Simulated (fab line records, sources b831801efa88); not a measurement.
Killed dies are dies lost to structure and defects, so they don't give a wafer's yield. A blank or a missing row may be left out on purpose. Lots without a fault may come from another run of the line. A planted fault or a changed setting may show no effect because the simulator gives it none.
fab line records | flow gf180mcu | part 1 of 2: steps 1 to 28 of 37
record lots=5 wafers=15 last_day=34
route steps=602 shown V5@553 TOP_METAL@567 PASSIVATION@587
lots that met no fault: from a run of the same line without faults
start_h: hours from the record's first day to the start of the lot's first wafer shown | wait_h: hours since the lot's step before | " the same as in the row above | L1.1+2: a row that stands for several wafers | - no value, or no start given | * or withheld: withheld | < > ~ a bound
route shown NAME@n: a module of which the file shows steps, and the number in the route of the first | usual: mean/standard deviation of fault-free wafers | same: alike in all rows | chamber/n: place in a boat | sites: the reading at each site | _std_site: their standard deviation | _edge_site: outer sites' mean less inner sites' | radius_mm: how far each site lies from the wafer's centre | mask NAME#n: copy n | behind: the tool/chamber that last shaped the wafer | hold: why the lot was held/for how many hours/how that ended | device: the transistor (n, p or np) that didn't switch | end of line: the same wafers' tests at the end of the route | a step without rows: its recipe alone | killed: dies lost to structure and defects at the first sort, not the wafer's yield | map: a wafer's dies, x killed, . not, _ none there
set.NAME: the setting as run; set.NAME@STEP: as run at that earlier step | model.NAME: the simulator's own value behind a step, which no gauge read
lots at some steps of the route; a table a step, a row a wafer
services: from which hour (start_h, from the record's first day; less than 0 if before it) a tool's chamber was out of use, for how many hours, and why
## steps
# step GF_V5_DEVELOP_13
# recipe develop_time_s=60 resist=KrF dev_temp_c=21
# columns lot.wafer tool chamber start_h wait_h
L079.2+3+4 litho_track-01 0 664.57 0.2
L087.2+4+6 litho_track-02 0 721.65 0.2
L088.2+3+4 litho_track-02 0 725.85 0.2
L091.2+4+6 litho_track-03 0 757.81 0.2
L093.1+4+6 litho_track-01 0 768.25 0.2
# step GF_V5_CD_MEAS_14
# recipe target_cd_nm=260
# usual cd_nm=259.6/1.5
# columns lot.wafer tool chamber start_h wait_h cd_nm
L079.2 cd_sem-02 - 664.72 0.1 257.2
L079.3 " - " " 259.0
L079.4 " - " " 258.4
L087.2 cd_sem-02 - 721.80 0.1 258.5
L087.4 " - " " 257.6
L087.6 " - " " 258.2
L088.2 cd_sem-01 - 726.00 0.1 263.3
L088.3 " - " " 263.2
L088.4 " - " " 263.3
L091.2 cd_sem-01 - 757.96 0.1 260.5
L091.4 " - " " 260.5
L091.6 " - " " 261.1
L093.1 cd_sem-02 - 768.40 0.1 258.9
L093.4 " - " " 258.1
L093.6 " - " " 258.1
# step GF_V5_OVL_MEAS_15
# usual V5_OVL=0/5.8
# columns lot.wafer tool chamber start_h wait_h V5_OVL[nm]
L079.2 overlay-01 - 664.83 0.1 -5
L079.3 " - " " -7
L079.4 " - " " -3
L087.2 overlay-01 - 721.90 0.1 -1
L087.4 " - " " -4
L087.6 " - " " 1
L088.2 overlay-02 - 726.10 0.1 5
L088.3 " - " " 0
L088.4 " - " " 5
L091.2 overlay-01 - 758.07 0.1 4
L091.4 " - " " 0
L091.6 " - " " 10
L093.1 overlay-01 - 768.52 0.1 5
L093.4 " - " " -2
L093.6 " - " " -4
# step GF_V5_ETCH_16
# recipe chemistry=N2/H2 target_depth_a=withheld overetch_a=withheld time_s=withheld target=BARC ion_energy_ev=200 source_w=500 bias_w=100 pressure_mtorr=30 n2_flow_sccm=100 h2_flow_sccm=200
# usual drypump_motor_current_A=5.6/0.41 oes_product_au=0.855/0.0048 throttle_valve_pct=13.225/0.0098
# columns lot.wafer tool chamber start_h wait_h drypump_motor_current_A oes_product_au throttle_valve_pct
L079.2 rie_diel-01 3 664.86 0.0 6.3 0.858 13.207
L079.3 " 2 " " 6.5 0.869 13.223
L079.4 " 0 " " 5.6 0.849 13.221
L087.2 rie_diel-03 0 721.93 0.0 5.5 0.851 13.214
L087.4 " 3 " " 5.9 0.860 13.234
L087.6 " 2 " " 5.7 0.858 13.207
L088.2 rie_diel-02 1 726.13 0.0 5.3 0.854 13.214
L088.3 " 0 " " 5.4 0.851 13.228
L088.4 " 3 " " 5.4 0.851 13.218
L091.2 rie_diel-01 3 758.10 0.0 6.2 0.852 13.231
L091.4 " 1 " " 5.0 0.860 13.223
L091.6 " 0 " " 5.6 0.851 13.244
L093.1 rie_diel-01 0 768.55 0.0 5.6 0.845 13.221
L093.4 " 2 " " 6.5 0.860 13.231
L093.6 " 0 " " 5.6 0.854 13.206
# step GF_V5_ETCH_17
# recipe chemistry=C4F8/O2/Ar mask_material=KrF target=SiO2 stop_on=TiN source_w=1500 bias_w=1200 pressure_mtorr=40 c4f8_flow_sccm=withheld O2_flow_sccm=6 Ar_flow_sccm=300 time_s=withheld target_depth_a=8550
# usual oes_product_au=0.860/0.005
# columns lot.wafer tool chamber start_h wait_h oes_product_au
L079.2 rie_diel-01 3 - - 0.866
L079.3 " 2 " " 0.866
L079.4 " 0 " " 0.863
L087.2 rie_diel-03 0 - - 0.866
L087.4 " 3 " " 0.857
L087.6 " 2 " " 0.853
L088.2 rie_diel-02 1 - - 0.855
L088.3 " 0 " " 0.857
L088.4 " 3 " " 0.855
L091.2 rie_diel-01 3 - - 0.861
L091.4 " 1 " " 0.858
L091.6 " 0 " " 0.861
L093.1 rie_diel-01 0 - - 0.860
L093.4 " 2 " " 0.855
L093.6 " 0 " " 0.858
# step GF_V5_STRIP_18
# recipe chemistry=O2/N2 power_w=1400 pressure_mtorr=1500 platen_temp_c=250 o2_flow_sccm=3000 n2_flow_sccm=300 overash_fraction=0.5
# usual drypump_motor_current_A=6.0/0.31 heater_power_w=335/27 o2_flow_sccm=3000/8.5 oes_product_au=0.568/0.0043
# columns lot.wafer tool chamber start_h wait_h drypump_motor_current_A heater_power_w o2_flow_sccm oes_product_au rf_hours_counter_h
L079.2 plasma_asher-04 1 665.01 - 6.2 308 2994 0.561 24
L079.3 " 1 " " 6.2 309 2991 0.572 -
L079.4 " 0 " " 5.9 341 2995 0.573 -
L087.2 plasma_asher-02 0 722.09 - 6.2 340 3002 0.567 94
L087.4 " 1 " " 6.1 333 3000 0.570 -
L087.6 " 0 " " 6.3 341 3012 0.565 -
L088.2 plasma_asher-02 1 726.29 - 6.1 323 3013 0.563 94
L088.3 " 1 " " 6.1 333 3005 0.577 -
L088.4 " 0 " " 6.3 353 2979 0.568 -
L091.2 plasma_asher-01 1 758.25 - 5.4 395 2994 0.572 2
L091.4 " 0 " " 5.8 302 3010 0.569 -
L091.6 " 1 " " 5.4 379 2998 0.570 -
L093.1 plasma_asher-01 1 768.71 - 5.4 388 2999 0.564 3
L093.4 " 1 " " 5.4 395 3001 0.575 -
L093.6 " 0 " " 5.8 304 2984 0.569 -
# step GF_V5_STRIP_19
# recipe chemistry=post_etch_residue_remover time_s=1200 temp_c=72.5
# columns lot.wafer tool chamber start_h wait_h
L079.2+3+4 wet_bench-02 2 665.11 0.1
L087.2+4+6 wet_bench-02 1 722.19 0.1
L088.2+3+4 wet_bench-04 2 726.39 0.1
L091.2+4+6 wet_bench-01 0 758.35 0.1
L093.1+4+6 wet_bench-01 2 768.81 0.1
# step GF_V5_CLEAN_20
# recipe chemistry=DIW dry=n2_spin
# columns lot.wafer tool chamber start_h wait_h
L079.2+3+4 wet_bench-04 1 665.45 0.0
L087.2+4+6 wet_bench-01 1 722.53 0.0
L088.2+3+4 wet_bench-01 2 726.73 0.0
L091.2+4+6 wet_bench-02 2 758.69 0.0
L093.1+4+6 wet_bench-04 1 769.15 0.0
# step GF_V5_SPUTTER_21
# recipe material=Ti target_thk_nm=15 chamber_pressure_pa=5 power_w=2500 substrate_temp_c=200 time_s=80.02
# usual throttle_valve_pct=30.2/0.9
# columns lot.wafer tool chamber start_h wait_h throttle_valve_pct
L079.2 pvd_sputter-04 - 665.55 0.0 30.8
L079.3 " - " " 29.5
L079.4 " - " " 29.4
L087.2 pvd_sputter-01 - 722.62 0.0 30.4
L087.4 " - " " 31.5
L087.6 " - " " 30.5
L088.2 pvd_sputter-01 - 726.83 0.0 31.0
L088.3 " - " " 30.2
L088.4 " - " " 30.4
L091.2 pvd_sputter-01 - 758.79 0.0 31.4
L091.4 " - " " 29.8
L091.6 " - " " 31.1
L093.1 pvd_sputter-04 - 769.24 0.0 30.3
L093.4 " - " " 29.9
L093.6 " - " " 30.9
# step GF_V5_SPUTTER_22
# recipe material=TiN target_thk_nm=10 chamber_pressure_pa=5 power_w=4000 time_s=40
# usual throttle_valve_pct=30.2/0.9
# columns lot.wafer tool chamber start_h wait_h throttle_valve_pct
L079.2 pvd_sputter-04 - 665.61 0.0 30.9
L079.3 " - " " 29.6
L079.4 " - " " 29.7
L087.2 pvd_sputter-01 - 722.68 0.0 29.8
L087.4 " - " " 31.2
L087.6 " - " " 30.0
L088.2 pvd_sputter-01 - 726.89 0.0 31.1
L088.3 " - " " 30.1
L088.4 " - " " 30.2
L091.2 pvd_sputter-01 - 758.85 0.0 31.2
L091.4 " - " " 30.0
L091.6 " - " " 31.4
L093.1 pvd_sputter-04 - 769.30 0.0 30.4
L093.4 " - " " 30.0
L093.6 " - " " 31.0
# step GF_V5_CVD_23
# recipe material=W target_thk_nm=350 time_s=104.9 temp_c=400 pressure_torr=40
# usual heater_power_w=798/52
# columns lot.wafer tool chamber start_h wait_h heater_power_w
L079.2 cvd_w-02 1 665.65 0.0 776
L079.3 " 0 " " 761
L079.4 " 1 " " 783
L087.2 cvd_w-02 0 722.72 0.0 752
L087.4 " 1 " " 785
L087.6 " 1 " " 783
L088.2 cvd_w-01 1 726.93 0.0 871
L088.3 " 0 " " 779
L088.4 " 1 " " 879
L091.2 cvd_w-01 0 758.89 0.0 767
L091.4 " 1 " " 875
L091.6 " 0 " " 761
L093.1 cvd_w-01 1 769.34 0.0 888
L093.4 " 0 " " 743
L093.6 " 0 " " 772
# step GF_V5_RS_MEAS_24
# recipe thk_meas_gauge=four-point-probe reads=W_of_V5_CVD_23+TiN_of_V5_SPUTTER_22+Ti_of_V5_SPUTTER_21
# usual V5_W_RS=0.327/0.0033
# columns lot.wafer tool chamber start_h wait_h V5_W_RS[ohm/sq]
L079.2 film_metro-02 - 665.78 0.1 0.325
L079.3 " - " " 0.333
L079.4 " - " " 0.322
L087.2 film_metro-02 - 722.85 0.1 0.326
L087.4 " - " " 0.323
L087.6 " - " " 0.324
L088.2 film_metro-03 - 727.06 0.1 0.328
L088.3 " - " " 0.329
L088.4 " - " " 0.327
L091.2 film_metro-03 - 759.02 0.1 0.329
L091.4 " - " " 0.326
L091.6 " - " " 0.331
L093.1 film_metro-01 - 769.52 0.1 0.324
L093.4 " - " " 0.320
L093.6 " - " " 0.325
# step GF_V5_THK_MEAS_25
# recipe thk_meas_gauge=xrf reads=W_of_V5_CVD_23
# usual V5_W_THK=348/7.1
# columns lot.wafer tool chamber start_h wait_h V5_W_THK[nm]
L079.2 film_metro-02 - 665.89 0.1 346
L079.3 " - " " 338
L079.4 " - " " 350
L087.2 film_metro-02 - 722.96 0.1 349
L087.4 " - " " 349
L087.6 " - " " 352
L088.2 film_metro-03 - 727.17 0.1 344
L088.3 " - " " 341
L088.4 " - " " 345
L091.2 film_metro-03 - 759.13 0.1 337
L091.4 " - " " 341
L091.6 " - " " 335
L093.1 film_metro-01 - 769.64 0.1 361
L093.4 " - " " 360
L093.6 " - " " 355
# step GF_V5_CMP_26
# recipe stop_on=SiO2 down_force_psi=3.5 platen_rpm=60 t_overpolish_s=15 target_thk_nm=0 pad_velocity_m_s=0.94248
# usual motor_current_A=11.3/1.5 overpolish_run_s=15.001/0.0085 time_to_endpoint_s=83.8/2.9
# same t_overpolish_s=15
# columns lot.wafer tool chamber start_h wait_h motor_current_A overpolish_run_s time_to_endpoint_s
L079.4 cmp-01 2 666.67 0.7 10.1 15.009 87.4
L079.3 " 3 " " 9.7 15.012 79.3
L079.2 " 1 " " 12.0 14.993 84.2
L087.4 cmp-01 0 723.06 0.1 10.9 15.012 80.4
L087.2 " 1 " " 11.3 15.006 79.0
L087.6 " 3 " " 10.1 14.999 78.8
L088.2 cmp-01 2 727.22 0.0 10.5 15.017 83.0
L088.3 " 3 " " 9.8 15.001 81.2
L088.4 " 0 " " 10.3 14.990 85.7
L091.4 cmp-02 3 759.18 0.0 15.3 14.985 78.8
L091.2 " 1 " " 10.8 15.004 81.8
L091.6 " 0 " " 11.1 15.006 82.3
L093.1 cmp-02 0 769.70 0.1 11.0 15.016 83.2
L093.4 " 1 " " 10.7 15.006 89.0
L093.6 " 1 " " 10.5 14.993 84.0
# step GF_TOP_METAL_SPUTTER_00
# recipe material=Ti target_thk_nm=37.5 arriving_ion_energy_ev=80 substrate_temp_c=200 chamber_pressure_pa=2 power_w=4000 time_s=150
# usual throttle_valve_pct=30.0/1.1
# columns lot.wafer tool chamber start_h wait_h throttle_valve_pct
L079.2 pvd_sputter-02 - 666.97 0.1 27.1
L079.3 " - " " 30.4
L079.4 " - " " 29.9
L087.2 pvd_sputter-04 - 723.31 0.1 29.7
L087.4 " - " " 29.4
L087.6 " - " " 30.3
L088.2 pvd_sputter-04 - 727.52 0.2 31.5
L088.3 " - " " 30.2
L088.4 " - " " 29.6
L091.2 pvd_sputter-03 - 759.48 0.1 29.8
L091.4 " - " " 29.5
L091.6 " - " " 29.6
L093.1 pvd_sputter-04 - 770.00 0.2 29.6
L093.4 " - " " 29.7
L093.6 " - " " 29.7
# step GF_TOP_METAL_SPUTTER_01
# recipe material=TiN target_thk_nm=30 power_w=6500 time_s=25 chamber_pressure_pa=0.4
# usual throttle_valve_pct=30.0/1.1
# columns lot.wafer tool chamber start_h wait_h throttle_valve_pct
L079.2 pvd_sputter-02 - 667.07 0.1 27.2
L079.3 " - " " 30.0
L079.4 " - " " 30.0
L087.2 pvd_sputter-04 - 723.41 0.1 29.8
L087.4 " - " " 29.5
L087.6 " - " " 30.4
L088.2 pvd_sputter-04 - 727.62 0.1 31.3
L088.3 " - " " 29.7
L088.4 " - " " 29.9
L091.2 pvd_sputter-03 - 759.58 0.1 30.0
L091.4 " - " " 29.8
L091.6 " - " " 29.9
L093.1 pvd_sputter-04 - 770.10 0.1 29.4
L093.4 " - " " 29.7
L093.6 " - " " 29.5
# step GF_TOP_METAL_SPUTTER_02
# recipe material=AlCu target_thk_nm=900 power_w=10600 chamber_pressure_pa=0.3 substrate_temp_c=250 gas=Ar time_s=47.82
# usual throttle_valve_pct=30.0/1.1
# columns lot.wafer tool chamber start_h wait_h throttle_valve_pct
L079.2 pvd_sputter-02 - 667.10 0.0 27.2
L079.3 " - " " 30.3
L079.4 " - " " 29.8
L087.2 pvd_sputter-04 - 723.44 0.0 29.8
L087.4 " - " " 29.4
L087.6 " - " " 30.6
L088.2 pvd_sputter-04 - 727.65 0.0 31.2
L088.3 " - " " 29.7
L088.4 " - " " 29.7
L091.2 pvd_sputter-03 - 759.61 0.0 29.6
L091.4 " - " " 29.5
L091.6 " - " " 29.7
L093.1 pvd_sputter-04 - 770.13 0.0 29.3
L093.4 " - " " 29.9
L093.6 " - " " 29.4
# step GF_TOP_METAL_SPUTTER_03
# recipe material=Ti target_thk_nm=5 substrate_temp_c=300 chamber_pressure_pa=0.3 power_w=3000 time_s=3.3
# usual throttle_valve_pct=30.0/1.1
# columns lot.wafer tool chamber start_h wait_h throttle_valve_pct
L079.2 pvd_sputter-02 - 667.15 0.0 27.0
L079.3 " - " " 30.3
L079.4 " - " " 30.1
L087.2 pvd_sputter-04 - 723.49 0.0 29.8
L087.4 " - " " 29.6
L087.6 " - " " 30.2
L088.2 pvd_sputter-04 - 727.70 0.0 31.2
L088.3 " - " " 29.7
L088.4 " - " " 29.8
L091.2 pvd_sputter-03 - 759.66 0.0 30.0
L091.4 " - " " 29.5
L091.6 " - " " 29.7
L093.1 pvd_sputter-04 - 770.18 0.0 29.4
L093.4 " - " " 29.5
L093.6 " - " " 29.2
# step GF_TOP_METAL_SPUTTER_04
# recipe material=TiN target_thk_nm=25 power_w=6500 time_s=20.8 chamber_pressure_pa=0.4
# usual throttle_valve_pct=29.9/1.1
# columns lot.wafer tool chamber start_h wait_h throttle_valve_pct
L079.2 pvd_sputter-02 - 667.16 0.0 27.4
L079.3 " - " " 30.4
L079.4 " - " " 30.1
L087.2 pvd_sputter-04 - 723.51 0.0 29.8
L087.4 " - " " 29.6
L087.6 " - " " 30.3
L088.2 pvd_sputter-04 - 727.71 0.0 31.1
L088.3 " - " " 29.8
L088.4 " - " " 30.0
L091.2 pvd_sputter-03 - 759.68 0.0 29.8
L091.4 " - " " 29.6
L091.6 " - " " 29.3
L093.1 pvd_sputter-04 - 770.20 0.0 29.5
L093.4 " - " " 30.0
L093.6 " - " " 29.4
# step GF_TOP_METAL_RS_MEAS_05
# recipe thk_meas_gauge=four-point-probe reads=TiN_of_TOP_METAL_SPUTTER_04+Ti_of_TOP_METAL_SPUTTER_03+AlCu_of_TOP_METAL_SPUTTER_02+TiN_of_TOP_METAL_SPUTTER_01+Ti_of_TOP_METAL_SPUTTER_00
# usual TOP_METAL_ALCU_RS=0.0329/0.00041
# columns lot.wafer tool chamber start_h wait_h TOP_METAL_ALCU_RS[ohm/sq]
L079.2 film_metro-04 - 667.21 0.0 0.0328
L079.3 " - " " 0.0327
L079.4 " - " " 0.0325
L087.2 film_metro-01 - 723.55 0.0 0.0328
L087.4 " - " " 0.0327
L087.6 " - " " 0.0328
L088.2 film_metro-02 - 727.76 0.0 0.0327
L088.3 " - " " 0.0329
L088.4 " - " " 0.0327
L091.2 film_metro-04 - 759.72 0.0 0.0339
L091.4 " - " " 0.0334
L091.6 " - " " 0.0333
L093.1 film_metro-02 - 770.22 0.0 0.0327
L093.4 " - " " 0.0327
L093.6 " - " " 0.0324
# step GF_TOP_METAL_THK_MEAS_06
# recipe thk_meas_gauge=xrf reads=AlCu_of_TOP_METAL_SPUTTER_02
# usual TOP_METAL_ALCU_THK=907/12
# columns lot.wafer tool chamber start_h wait_h TOP_METAL_ALCU_THK[nm]
L079.2 film_metro-04 - 667.32 0.1 922
L079.3 " - " " 920
L079.4 " - " " 930
L087.2 film_metro-01 - 723.66 0.1 914
L087.4 " - " " 921
L087.6 " - " " 913
L088.2 film_metro-02 - 727.87 0.1 913
L088.3 " - " " 913
L088.4 " - " " 918
L091.2 film_metro-04 - 759.83 0.1 892
L091.4 " - " " 900
L091.6 " - " " 904
L093.1 film_metro-02 - 770.34 0.1 909
L093.4 " - " " 914
L093.6 " - " " 920
# step GF_TOP_METAL_DEHYDRATE_07
# recipe temp_c=200 time_s=60
# columns lot.wafer tool chamber start_h wait_h
L079.2+3+4 litho_track-03 0 676.37 9.0
L087.2+4+6 litho_track-01 0 731.62 7.9
L088.2+3+4 litho_track-01 0 735.72 7.8
L091.2+4+6 litho_track-04 0 767.09 7.2
L093.1+4+6 litho_track-04 0 777.67 7.3
# step GF_TOP_METAL_HMDS_08
# recipe prime_time_s=60 prime_temp_c=120
# columns lot.wafer tool chamber start_h wait_h
L079.2+3+4 litho_track-03 0 676.52 0.1
L087.2+4+6 litho_track-01 0 731.77 0.1
L088.2+3+4 litho_track-01 0 735.87 0.1
L091.2+4+6 litho_track-04 0 767.24 0.1
L093.1+4+6 litho_track-04 0 777.82 0.1
# step GF_TOP_METAL_COAT_09
# recipe resist=NOVOLAK spin_rpm=3000 resist_thk_nm=1500
# usual dispense_pressure_kPa=48/6.1 spin_speed_rpm=3000.4/1.7
# columns lot.wafer tool chamber start_h wait_h dispense_pressure_kPa spin_speed_rpm
L079.2 litho_track-03 0 676.67 0.1 45 2999.3
L079.3 " 0 " " 45 3000.7
L079.4 " 0 " " 45 2998.6
L087.2 litho_track-01 0 731.92 0.1 56 3001.9
L087.4 " 0 " " 56 2999.5
L087.6 " 0 " " 56 3001.3
L088.2 litho_track-01 0 736.02 0.1 56 3001.6
L088.3 " 0 " " 56 2999.1
L088.4 " 0 " " 56 3001.4
L091.2 litho_track-04 0 767.39 0.1 43 3001.8
L091.4 " 0 " " 43 3002.1
L091.6 " 0 " " 43 3000.4
L093.1 litho_track-04 0 777.97 0.1 43 3000.6
L093.4 " 0 " " 43 3001.8
L093.6 " 0 " " 43 3000.8
# step GF_TOP_METAL_SOFTBAKE_10
# recipe temp_c=90 time_s=60 resist=NOVOLAK
# columns lot.wafer tool chamber start_h wait_h
L079.2+3+4 litho_track-03 0 676.82 0.1
L087.2+4+6 litho_track-01 0 732.07 0.1
L088.2+3+4 litho_track-01 0 736.17 0.1
L091.2+4+6 litho_track-04 0 767.54 0.1
L093.1+4+6 litho_track-04 0 778.12 0.1
# step GF_TOP_METAL_EXPOSE_11
# recipe mask_id=MetalTop target_cd_nm=440 na=0.6 source_shape=conventional sigma_outer=0.6 dose_mj=170
# usual reticle_temp_C=22.97/0.11
# columns lot.wafer tool chamber start_h wait_h mask reticle_temp_C
L079.2 iline_stepper-02 0 - - MetalTop#0 23.03
L079.3 " 0 " " MetalTop#0 22.99
L079.4 " 0 " " MetalTop#0 22.90
L087.2 iline_stepper-02 0 - - MetalTop#0 23.01
L087.4 " 0 " " MetalTop#0 23.16
L087.6 " 0 " " MetalTop#0 23.14
L088.2 iline_stepper-01 0 - - MetalTop#0 23.01
L088.3 " 0 " " MetalTop#0 22.96
L088.4 " 0 " " MetalTop#0 22.91
L091.2 iline_stepper-01 0 - - MetalTop#0 22.88
L091.4 " 0 " " MetalTop#0 23.04
L091.6 " 0 " " MetalTop#0 22.98
L093.1 iline_stepper-01 0 - - MetalTop#0 22.94
L093.4 " 0 " " MetalTop#0 23.03
L093.6 " 0 " " MetalTop#0 23.10
# step GF_TOP_METAL_PEB_12
# recipe temp_c=withheld time_s=* resist=NOVOLAK
# columns lot.wafer tool chamber start_h wait_h
L079.2+3+4 litho_track-03 0 - -
L087.2+4+6 litho_track-04 0 - -
L088.2+3+4 litho_track-03 0 - -
L091.2+4+6 litho_track-04 0 - -
L093.1+4+6 litho_track-01 0 - -
# step GF_TOP_METAL_DEVELOP_13
# recipe develop_time_s=60 dev_temp_c=23
# columns lot.wafer tool chamber start_h wait_h
L079.2+3+4 litho_track-03 0 686.27 0.1
L087.2+4+6 litho_track-04 0 740.34 0.1
L088.2+3+4 litho_track-03 0 744.82 0.1
L091.2+4+6 litho_track-04 0 775.44 0.1
L093.1+4+6 litho_track-01 0 786.00 0.1
